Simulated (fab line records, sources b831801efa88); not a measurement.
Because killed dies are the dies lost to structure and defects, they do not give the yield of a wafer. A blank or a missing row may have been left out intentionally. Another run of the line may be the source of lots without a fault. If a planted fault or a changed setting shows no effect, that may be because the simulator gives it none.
What tool caused it? | flow gf180mcu | 45 wafers from 15 lots sampled at 4 of the route's 602 steps

## WHAT THE GAUGES READ, wafer by wafer
GF_V5_CD_MEAS_14: target cd 260 nm. Usual: 260.2 nm for cd-nm, sd 1.2.
lot  | measured     | on        | cd-nm (nm)        | flag
L248 | day 27 19:16 | cd-sem-01 | 260.6 261.2 260.7 |
L249 | day 28 02:33 | cd-sem-01 | 260.7 259.6 260.8 |
L250 | day 28 06:24 | cd-sem-01 | 258.1 258.9 258.9 |
L256 | day 30 13:28 | cd-sem-01 | 260.5 260.3 261.4 |
L258 | day 30 18:55 | cd-sem-02 | 260.6 260.1 260.7 |
L260 | day 31 09:49 | cd-sem-02 | - - -             | OFF
L261 | day 31 13:17 | cd-sem-02 | - - -             | OFF
L262 | day 31 23:58 | cd-sem-01 | - - -             | OFF
L263 | day 32 08:54 | cd-sem-02 | 261.3 260.4 260.4 |
L265 | day 32 19:07 | cd-sem-01 | 260.0 260.5 258.7 |
L264 | day 32 20:50 | cd-sem-02 | 259.7 258.9 259.1 |
L266 | day 32 22:21 | cd-sem-02 | 260.0 260.4 259.2 |
L267 | day 33 04:55 | cd-sem-02 | 262.1 261.6 262.0 |
L268 | day 33 15:04 | cd-sem-02 | 260.3 259.7 258.7 |
L269 | day 33 16:32 | cd-sem-01 | 259.8 260.8 259.7 |

GF_V5_OVL_MEAS_15. Usual: V5_OVL typically reads 0 nm, with standard deviation 6.5.
lot  | measured     | on         | V5_OVL (nm) | flag
L248 | day 27 19:23 | overlay-02 | 8 5 4       |
L249 | day 28 02:40 | overlay-01 | -1 2 7      |
L250 | day 28 06:31 | overlay-02 | 7 7 0       |
L256 | day 30 13:35 | overlay-02 | -9 -9 -5    |
L258 | day 30 19:02 | overlay-01 | -10 -11 -10 |
L260 | day 31 09:56 | overlay-01 | - - -       | OFF
L261 | day 31 13:23 | overlay-01 | - - -       | OFF
L262 | day 32 00:05 | overlay-02 | - - -       | OFF
L263 | day 32 09:01 | overlay-02 | 0 -8 -2     |
L265 | day 32 19:11 | overlay-01 | -4 -6 1     |
L264 | day 32 20:56 | overlay-02 | 13 6 9      |
L266 | day 32 22:28 | overlay-02 | 8 8 10      |
L267 | day 33 05:02 | overlay-01 | -7 -11 -4   |
L268 | day 33 15:11 | overlay-01 | -6 -13 -8   |
L269 | day 33 16:38 | overlay-02 | -10 -3 -4   |

## EACH LOT AND THE TOOL THAT RAN IT (in order: tool; ch and the chambers of the sampled wafers; start)
lot  | GF_V5_CVD_02                    | GF_V5_PEB_12
L248 | pecvd-04 ch 0,1, day 26 19:23   | litho-track-01 ch 0, day 27 18:55
L249 | pecvd-01 ch 0,1,2, day 27 05:37 | litho-track-04 ch 0, day 28 02:12
L250 | pecvd-01 ch 1,2, day 27 08:02   | litho-track-04 ch 0, day 28 06:03
L256 | pecvd-04 ch 1,2, day 29 18:40   | litho-track-02 ch 0, day 30 13:07
L258 | pecvd-03 ch 0,1,2, day 30 00:23 | litho-track-01 ch 0, day 30 18:34
L260 | pecvd-04 ch 0,2, day 30 16:02   | litho-track-02, day 31 09:28
L261 | pecvd-01 ch 0,1, day 30 18:43   | litho-track-04, day 31 12:58
L262 | pecvd-04 ch 0,2, day 31 06:47   | litho-track-02, day 31 23:37
L263 | pecvd-04 ch 0,1,2, day 31 15:31 | litho-track-04 ch 0, day 32 08:33
L265 | pecvd-04 ch 0,1,2, day 32 02:03 | litho-track-04 ch 0, day 32 18:48
L264 | pecvd-01 ch 0,2, day 32 03:20   | litho-track-04 ch 0, day 32 20:31
L266 | pecvd-01 ch 0,1, day 32 05:34   | litho-track-04 ch 0, day 32 22:00
L267 | pecvd-01 ch 0,2, day 32 12:05   | litho-track-01 ch 0, day 33 04:34
L268 | pecvd-04 ch 1,2, day 32 22:58   | litho-track-04 ch 0, day 33 14:44
L269 | pecvd-04 ch 0,1, day 33 00:39   | litho-track-04 ch 0, day 33 16:13
- GF_V5_CVD_02: deposits SiO2 from TEOS, target thk 1450 nm, time 163.28 s.
- GF_V5_PEB_12: peb time 94.44 s.

## WHAT THE TOOLS THEMSELVES READ (means of the sampled wafers that have a number; where no wafer has one, the mark that the record gives instead)
GF_V5_CVD_02. Usual: 657 W for heater-power-w, sd 85.
lot  | tool     | heater-power-w (W) | flag
L248 | pecvd-04 | 742                |
L249 | pecvd-01 | 674                |
L250 | pecvd-01 | 704                |
L256 | pecvd-04 | 525                |
L258 | pecvd-03 | 619                |
L260 | pecvd-04 | 620                |
L261 | pecvd-01 | 686                |
L262 | pecvd-04 | 596                |
L263 | pecvd-04 | 637                |
L265 | pecvd-04 | 630                |
L264 | pecvd-01 | 705                |
L266 | pecvd-01 | 619                |
L267 | pecvd-01 | 676                |
L268 | pecvd-04 | 588                |
L269 | pecvd-04 | 677                |

GF_V5_PEB_12. Usual: chill-plate-temp-C 23.02 C, standard deviation 0.091; exhaust-pa 45.0 Pa, standard deviation 0.88; plate-sensor-t-centre-C 136.13 C, standard deviation 0.0099; plate-sensor-t-edge-C 136.29 C, standard deviation 0.0093; resist-line-temp-C 23.00 C, standard deviation 0.1.
lot  | tool           | chill-plate-temp-C (C) | exhaust-pa (Pa) | plate-sensor-t-centre-C (C) | plate-sensor-t-edge-C (C) | resist-line-temp-C (C) | flag
L248 | litho-track-01 | 23.05                  | 44.6            | 136.13                      | 136.30                    | 23.05                  |
L249 | litho-track-04 | 23.03                  | 44.3            | 136.12                      | 136.30                    | 23.00                  |
L250 | litho-track-04 | 22.99                  | 44.4            | 136.14                      | 136.29                    | 22.97                  |
L256 | litho-track-02 | 22.88                  | 45.8            | 136.13                      | 136.29                    | 22.92                  |
L258 | litho-track-01 | 23.02                  | 45.0            | 136.13                      | 136.29                    | 23.18                  |
L260 | litho-track-02 | -                      | -               | -                           | -                         | -                      | OFF
L261 | litho-track-04 | -                      | -               | -                           | -                         | -                      | OFF
L262 | litho-track-02 | -                      | -               | -                           | -                         | -                      | OFF
L263 | litho-track-04 | 23.07                  | 46.2            | 136.12                      | 136.29                    | 23.11                  |
L265 | litho-track-04 | 23.11                  | 45.4            | 136.13                      | 136.30                    | 22.92                  |
L264 | litho-track-04 | 23.07                  | 43.9            | 136.13                      | 136.30                    | 23.04                  |
L266 | litho-track-04 | 23.01                  | 46.7            | 136.13                      | 136.29                    | 23.14                  |
L267 | litho-track-01 | 23.05                  | 45.9            | 136.13                      | 136.30                    | 22.95                  |
L268 | litho-track-04 | 22.99                  | 46.0            | 136.15                      | 136.30                    | 23.07                  |
L269 | litho-track-04 | 23.07                  | 45.0            | 136.12                      | 136.29                    | 22.99                  |

## THE ANSWER, worked out from the rows above alone
Rule: a lot is off if the mean of its wafers that have a number lies more than 3 standard deviations from the usual mean. A lot without any number at a reading at which 4 lots or more have one is off too. All remaining lots with rows at the step are treated as sound. Order of review: gauges by route order, followed by the tools' own readings, for which a lot's mean as printed above is used. At the first step where some lot is off, the reading lying furthest off is the one used; lots without a number count as furthest.
Off at GF_V5_CD_MEAS_14 (cd-nm): L260, L261, L262. Without a number there: L260, L261, L262.
A tool fits if, at a process step before that reading, it ran every lot that is off, and no sound lot after the first of them. The gauges at GF_V5_CD_MEAS_14 aren't tried: what is off there is off at GF_V5_OVL_MEAS_15 too, on other tools, and a gauge's error can't cause that. None of those tried fits.

## WHAT THE SIMULATOR PUT IN
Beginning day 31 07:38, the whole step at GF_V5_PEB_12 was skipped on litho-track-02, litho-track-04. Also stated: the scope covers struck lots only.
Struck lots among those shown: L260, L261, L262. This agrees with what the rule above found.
